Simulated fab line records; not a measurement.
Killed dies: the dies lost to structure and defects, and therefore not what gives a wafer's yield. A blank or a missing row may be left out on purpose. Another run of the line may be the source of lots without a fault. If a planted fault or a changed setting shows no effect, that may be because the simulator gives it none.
Which tool did it?    flow gf180mcu    13 lots with 39 wafers sampled at 2 steps, on a route of 602 steps

## WHAT EACH GAUGE READ, for each wafer
GF_V5_BOW_MEAS_05. Usual: V5_BOW 130 um, standard deviation 9.5.
lot   measured      on            V5_BOW (um)  flag
L475  day 26 09:57  filmMetro-01  122 115 124  
L476  day 26 18:01  filmMetro-01  124 114 113  
L477  day 27 04:24  filmMetro-01  130 134 134  
L478  day 27 03:40  filmMetro-01  134 132 124  
L480  day 27 21:05  filmMetro-02  137 122 132  
L481  day 28 04:19  filmMetro-01  128 117 126  
L483  day 28 19:47  filmMetro-01  118 135 132  
L484  day 29 06:29  filmMetro-01  141 141 149  
L487  day 30 01:17  filmMetro-02  143 131 128  
L491  day 30 21:28  filmMetro-04  130 120 125  
L492  day 31 10:01  filmMetro-04  123 121 127  
L496  day 32 20:10  filmMetro-02  132 113 134  
L498  day 33 02:34  filmMetro-04  129 128 134  

## TOOL THAT RAN EACH LOT (tool first, then ch and the chambers of the sampled wafers, then the start)
lot   GF_DUAL_GATE_STRIP_13
L475  plasmaAsher-02 ch 0,1, day 8 05:17
L476  plasmaAsher-01 ch 0,1, day 8 15:20
L477  plasmaAsher-03 ch 0,1, day 8 22:45
L478  plasmaAsher-02 ch 0,1, day 8 23:03
L480  plasmaAsher-03 ch 0,1, day 9 15:28
L481  plasmaAsher-01 ch 0,1, day 9 21:08
L483  plasmaAsher-01 ch 0,1, day 10 11:21
L484  plasmaAsher-03 ch 0,1, day 10 22:27
L487  plasmaAsher-03 ch 0,1, day 11 14:44
L491  plasmaAsher-02 ch 0, day 12 16:47
L492  plasmaAsher-02 ch 0,1, day 13 03:53
L496  plasmaAsher-03 ch 0,1, day 14 23:13
L498  plasmaAsher-03 ch 0,1, day 15 06:57
- GF_DUAL_GATE_STRIP_13: strips in O2/N2.

## WHAT THE TOOLS THEMSELVES READ (means of the sampled wafers that have a number; where no wafer has one, the mark that the record gives instead)
GF_DUAL_GATE_STRIP_13. Usual: drypumpMotorCurrentA 5.7 A, standard deviation 0.44; heaterPowerW 356 W, standard deviation 58; oesProductAu 0.716 a.u., standard deviation 0.0045; stripTimeToEndpointS 12.55 s, standard deviation 0.04.
lot   tool            drypumpMotorCurrentA (A)  heaterPowerW (W)  oesProductAu (a.u.)  stripTimeToEndpointS (s)  flag
L475  plasmaAsher-02  5.6                       432               0.716                12.52                     
L476  plasmaAsher-01  5.5                       317               0.712                12.60                     
L477  plasmaAsher-03  6.1                       341               0.716                12.52                     
L478  plasmaAsher-02  5.3                       392               0.717                12.59                     
L480  plasmaAsher-03  6.1                       337               0.716                12.60                     
L481  plasmaAsher-01  5.5                       322               0.716                12.57                     
L483  plasmaAsher-01  5.6                       309               0.717                12.58                     
L484  plasmaAsher-03  5.9                       328               0.716                12.56                     
L487  plasmaAsher-03  6.1                       340               0.718                12.55                     
L491  plasmaAsher-02  6.0                       481               0.715                12.52                     
L492  plasmaAsher-02  5.6                       431               0.716                12.50                     
L496  plasmaAsher-03  6.1                       342               0.714                12.55                     
L498  plasmaAsher-03  6.1                       338               0.716                12.48                     

## THE ANSWER, worked out from the rows above alone
Rule: a lot is off if the mean of its wafers that have a number lies more than 3 standard deviations from the usual mean. Also off: a lot with no number at a reading for which 4 or more lots have one. All remaining lots with rows at the step are treated as sound. The gauges are gone through in route order, then the tools' own readings, and for those a lot's mean is taken as printed above. The first step at which some lot is off is used, and at that step the reading that is off furthest; a lot without a number counts as furthest.
Nothing can be told from this: no lot is off at any reading shown.

## WHAT THE SIMULATOR HAD INSERTED
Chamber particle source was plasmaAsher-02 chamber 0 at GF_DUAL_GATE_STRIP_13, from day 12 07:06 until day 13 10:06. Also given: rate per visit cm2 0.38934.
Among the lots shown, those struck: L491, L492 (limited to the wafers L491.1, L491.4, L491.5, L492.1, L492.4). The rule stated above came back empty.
